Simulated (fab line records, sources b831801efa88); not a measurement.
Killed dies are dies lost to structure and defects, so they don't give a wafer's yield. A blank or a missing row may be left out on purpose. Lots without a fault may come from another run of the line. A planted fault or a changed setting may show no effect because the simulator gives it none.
Which tool did it? | flow sky130 | 6 lots, 17 wafers sampled, at 4 steps of a route of 708

WHAT THE GAUGES READ, wafer by wafer
SKY_PASSIVATION_THK_MEAS_03.
lot  | measured     | on            | PASSIVATION_CVD_02_THK (nm)
L117 | day 44 11:48 | film_metro-02 | 545 553 531
L120 | day 45 12:25 | film_metro-03 | 532 541 545
L124 | day 46 03:09 | film_metro-04 | 541 549 557
L127 | day 46 21:25 | film_metro-02 | 540 537 550
L136 | day 49 02:55 | film_metro-04 | 591 603
L138 | day 49 13:40 | film_metro-02 | 525 539 542

WHICH TOOL RAN EACH LOT (tool, then ch and the chambers of the sampled wafers, then the start)
lot  | SKY_METAL4_ETCH_16                | SKY_METAL5_SPUTTER_03        | SKY_PASSIVATION_CVD_02
L117 | rie_metal-02 ch 0,1, day 42 11:28 | pvd_sputter-01, day 43 12:23 | pecvd-04 ch 0,1, day 44 11:34
L120 | rie_metal-02 ch 0,1, day 43 13:53 | pvd_sputter-01, day 44 14:55 | pecvd-02 ch 0,2, day 45 12:11
L124 | rie_metal-02 ch 0,1, day 44 05:04 | pvd_sputter-04, day 45 05:26 | pecvd-02 ch 0,1, day 46 02:55
L127 | rie_metal-01 ch 0,1, day 44 23:50 | pvd_sputter-01, day 46 00:17 | pecvd-02 ch 0,1, day 46 21:12
L136 | rie_metal-03 ch 0,1, day 47 08:49 | pvd_sputter-01, day 48 07:50 | pecvd-04 ch 1, day 49 02:34
L138 | rie_metal-01 ch 0,1, day 47 21:07 | pvd_sputter-04, day 48 19:00 | pecvd-02 ch 0,2, day 49 13:25
- SKY_METAL4_ETCH_16: etches BARC in N2/H2, stops on SiO2, time 88.2 s, target depth 60 nm.
- SKY_METAL5_SPUTTER_03: material Ti, target thk 5 nm, time 3.3 s.
- SKY_PASSIVATION_CVD_02: deposits Si3N4, target thk 540 nm.

THE ANSWER, worked out from the rows above alone
Rule: what is usual is taken from the lots themselves. Put in order of their means at a reading, lots are off if they are a third of the lots or fewer, leave a main group of 4 or more, and stand apart from it by a gap of 3 or more times the standard deviation of the main group's means; of several such gaps the widest counts. A main group whose means are all the same, to the digits that the tables above print for the reading, isn't used. A lot without any number at a reading at which 4 lots or more have one is off too. The other lots that the step has rows for count as sound.
Off: L136, at SKY_PASSIVATION_THK_MEAS_03 (PASSIVATION_CVD_02_THK). The main group: mean 542 nm, standard deviation 4.5.
A tool fits if, at a process step before that reading, it ran every lot that is off, and no sound lot after the first of them. The gauges at SKY_PASSIVATION_THK_MEAS_03 are tried like those tools. Can't be told from this: 4 tools fit, rie_metal-03 at SKY_METAL4_ETCH_16, pvd_sputter-01 at SKY_METAL5_SPUTTER_03, pecvd-04 at SKY_PASSIVATION_CVD_02, film_metro-04 at SKY_PASSIVATION_THK_MEAS_03.

WHAT THE SIMULATOR HAD PUT IN
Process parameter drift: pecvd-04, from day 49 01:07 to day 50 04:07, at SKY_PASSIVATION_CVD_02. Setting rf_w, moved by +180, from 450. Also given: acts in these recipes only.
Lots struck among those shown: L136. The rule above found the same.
